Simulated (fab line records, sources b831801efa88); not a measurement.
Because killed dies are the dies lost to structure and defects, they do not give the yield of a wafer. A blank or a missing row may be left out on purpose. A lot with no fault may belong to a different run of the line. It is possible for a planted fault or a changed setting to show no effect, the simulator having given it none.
Which of the tools did it? -- flow sky130 -- 12 lots with 36 wafers sampled at 3 steps, on a route of 708 steps

== WHAT THE GAUGES SHOWED, per wafer ==
SKY_METAL5_THK_MEAS_06: measures by xrf.
lot,measured,on,METAL5_ALCU_THK (nm)
L302,day 42 16:11,film_metro-03,1150 1185 1183
L304,day 43 05:11,film_metro-03,1165 1172 1175
L305,day 43 10:29,film_metro-03,1176 1173 1178
L306,day 44 11:55,film_metro-04,1165 1153 1171
L307,day 45 08:53,film_metro-03,1152 1149 1142
L310,day 45 12:35,film_metro-03,1161 1154 1156
L316,day 46 15:44,film_metro-02,1148 1163 1164
L317,day 46 20:23,film_metro-03,1155 1161 1139
L318,day 47 08:28,film_metro-03,1169 1171 1147
L320,day 48 02:10,film_metro-04,1153 1150 1147
L321,day 48 02:56,film_metro-04,1174 1168 1173
L322,day 48 05:18,film_metro-02,1176 1171 1176

== WHAT TOOL EACH LOT RAN ON (gives the tool, then ch and the chambers of the sampled wafers, and finally the start) ==
lot,SKY_FIELD_ISO_ETCH_14,SKY_METAL5_SPUTTER_03
L302,"rie_diel-03 ch 1,2,3, day 2 08:28","pvd_sputter-01, day 42 16:00"
L304,"rie_diel-02 ch 2,3, day 2 17:07","pvd_sputter-02, day 43 05:00"
L305,"rie_diel-01 ch 0,2, day 2 19:06","pvd_sputter-04, day 43 10:17"
L306,"rie_diel-03 ch 1,2,3, day 3 01:55","pvd_sputter-04, day 44 11:41"
L307,"rie_diel-02 ch 0,2, day 3 10:51","pvd_sputter-02, day 45 08:43"
L310,"rie_diel-03 ch 0,1,2, day 4 06:00","pvd_sputter-02, day 45 12:24"
L316,"rie_diel-03 ch 0,1,3, day 5 07:00","pvd_sputter-02, day 46 15:32"
L317,"rie_diel-01 ch 1,2,3, day 5 13:04","pvd_sputter-04, day 46 20:12"
L318,"rie_diel-01 ch 0,1,3, day 5 18:40","pvd_sputter-01, day 47 08:17"
L320,"rie_diel-01 ch 0,2,3, day 6 03:48","pvd_sputter-04, day 48 01:58"
L321,"rie_diel-02 ch 0,1,2, day 6 09:28","pvd_sputter-02, day 48 02:44"
L322,"rie_diel-01 ch 0,1,3, day 6 13:10","pvd_sputter-01, day 48 05:07"
- SKY_FIELD_ISO_ETCH_14: etches BARC in N2/H2, stops on SiO2, time 45.9 s, target depth 60 nm.
- SKY_METAL5_SPUTTER_03: material Ti, target thk 5 nm, time 3.3 s.

== WHAT THE TOOLS THEMSELVES READ (means of the sampled wafers that have a number; where no wafer has one, the mark that the record gives instead) ==
SKY_FIELD_ISO_ETCH_14.
lot,tool,drypump_motor_current_A (A),oes_product_au (a.u.),throttle_valve_pct (%)
L302,rie_diel-03,5.85,0.851,13.236
L304,rie_diel-02,6.40,0.855,13.229
L305,rie_diel-01,5.92,0.857,13.223
L306,rie_diel-03,5.86,0.854,13.214
L307,rie_diel-02,5.63,0.854,13.218
L310,rie_diel-03,6.03,0.855,13.223
L316,rie_diel-03,6.03,0.852,13.221
L317,rie_diel-01,5.80,0.857,13.227
L318,rie_diel-01,5.69,0.859,13.216
L320,rie_diel-01,5.79,0.855,13.224
L321,rie_diel-02,5.65,0.854,13.226
L322,rie_diel-01,5.70,0.858,13.225

SKY_METAL5_SPUTTER_03.
lot,tool,throttle_valve_pct (%)
L302,pvd_sputter-01,30.3
L304,pvd_sputter-02,29.7
L305,pvd_sputter-04,30.7
L306,pvd_sputter-04,30.3
L307,pvd_sputter-02,29.7
L310,pvd_sputter-02,29.5
L316,pvd_sputter-02,29.6
L317,pvd_sputter-04,29.8
L318,pvd_sputter-01,30.8
L320,pvd_sputter-04,30.5
L321,pvd_sputter-02,30.2
L322,pvd_sputter-01,30.4

== THE ANSWER, worked out from the rows above alone ==
Rule: usual is defined by the lots themselves. The widest of any qualifying gaps counts: lots, ordered by their means at a reading, are off when they make up no more than a third of the lots, leave a main group of 4 or more, and stand apart from it by 3 or more times the standard deviation of that group's means. The tables above print the reading to a certain number of digits; a main group whose means all agree to those digits is not used. Also off: a lot with no number at a reading for which 4 or more lots have one. The other lots that the step has rows for count as sound. First the gauges in route order, then the tools' own readings, where a lot's mean is used as printed above. The first step at which some lot is off is used, and at that step the reading that is off furthest; a lot without a number counts as furthest.
Nothing can be told from this: no lot is off at any reading shown.

== WHAT HAD BEEN PUT IN BY THE SIMULATOR ==
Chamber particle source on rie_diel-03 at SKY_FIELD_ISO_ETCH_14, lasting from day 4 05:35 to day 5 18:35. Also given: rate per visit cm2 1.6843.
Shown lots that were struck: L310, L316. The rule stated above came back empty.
